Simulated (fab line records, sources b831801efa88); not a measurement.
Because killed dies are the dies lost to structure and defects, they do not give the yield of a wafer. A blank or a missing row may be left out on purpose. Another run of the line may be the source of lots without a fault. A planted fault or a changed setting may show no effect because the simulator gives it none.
Matching of chambers -- flow gf180mcu -- GF_V3_CMP_04 on cmp-02: 4 sister chambers
The step polishes SiO2. 30 wafers are shown with their chamber, then 12 later ones without.

== WAFERS WITH THEIR CHAMBER ==
wafer,chamber,motorCurrentA (A),edgeZonePressureFrac,timeToEndpointS (s)
L074.1,0,13.8,0.993,72
L074.4,3,10.6,0.997,81
L074.5,2,12.4,0.996,84
L075.2,2,12.1,0.996,77
L075.5,3,10.7,1.010,84
L075.6,0,13.5,1.004,91
L076.2,1,11.1,1.001,76
L076.3,0,13.7,1.008,82
L076.5,2,11.7,0.993,80
L077.1,3,10.1,1.002,79
L077.2,0,13.7,1.009,85
L077.4,2,12.0,1.004,87
L082.1,1,10.8,1.000,85
L082.5,3,10.6,0.993,86
L082.6,0,13.3,0.999,89
L083.1,1,11.0,0.993,81
L083.2,0,13.6,0.996,85
L083.5,2,11.5,1.004,88
L084.1,2,12.0,0.997,79
L084.4,0,13.3,1.001,85
L084.5,3,10.2,0.996,82
L085.1,0,12.2,1.004,80
L085.2,2,12.5,0.997,76
L085.3,1,11.2,0.998,79
L086.3,0,13.5,1.001,79
L086.4,3,10.6,1.003,86
L086.5,1,11.1,1.004,89
L087.2,1,11.4,0.992,79
L087.3,2,12.5,1.007,77
L087.5,0,13.5,1.001,82

SIGNATURES, as means of the wafers listed above
reading,chamber 0,chamber 1,chamber 2,chamber 3,scatter within a chamber
motorCurrentA,13.410,11.100,12.088,10.467,0.358
edgeZonePressureFrac,1.00160,0.99800,0.99925,1.00017,0.00516
timeToEndpointS,83.00,81.50,81.00,83.00,4.67
Rule: for a wafer and a chamber, the distance is found by dividing, reading by reading, the gap between the wafer's reading and the chamber's mean by the reading's scatter, squaring, summing and taking the root. If the next closest chamber is less than 2 further off than the closest, the wafer can't be placed; otherwise it belongs to the closest. The scatter: take each reading less its chamber's mean, square it, sum over the shown wafers, divide by the number of wafers less the number of chambers, and take the root.

== WAFERS WITHOUT THEIR CHAMBER ==
wafer,motorCurrentA (A),edgeZonePressureFrac,timeToEndpointS (s)
L089.1,12.8,1.005,80
L089.4,11.7,1.009,88
L089.6,13.8,1.003,88
L093.1,12.7,1.005,74
L093.2,10.4,0.993,79
L093.3,11.6,0.990,82
L094.3,13.2,1.007,78
L094.5,13.1,1.005,79
L094.6,10.5,1.002,76
L095.2,11.4,0.995,91
L095.4,12.4,0.999,93
L095.6,12.5,1.002,86

== THE CHAMBER EACH PASSED THROUGH ==
wafer,from the rows above,in truth
L089.1,can't be placed: 0 or 2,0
L089.4,can't be placed: 2 or 1 or 3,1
L089.6,0,0
L093.1,can't be placed: 2 or 0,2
L093.2,can't be placed: 3 or 1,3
L093.3,can't be placed: 1 or 2 or 3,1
L094.3,can't be placed: 0 or 2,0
L094.5,can't be placed: 0 or 2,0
L094.6,can't be placed: 3 or 1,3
L095.2,can't be placed: 1 or 2 or 3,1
L095.4,can't be placed: 2 or 0 or 1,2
L095.6,can't be placed: 2 or 0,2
1 of 12 placed correctly. From these rows, 11 cannot be placed; in 11 the true chamber is one of the candidates. 0 placed wrongly.
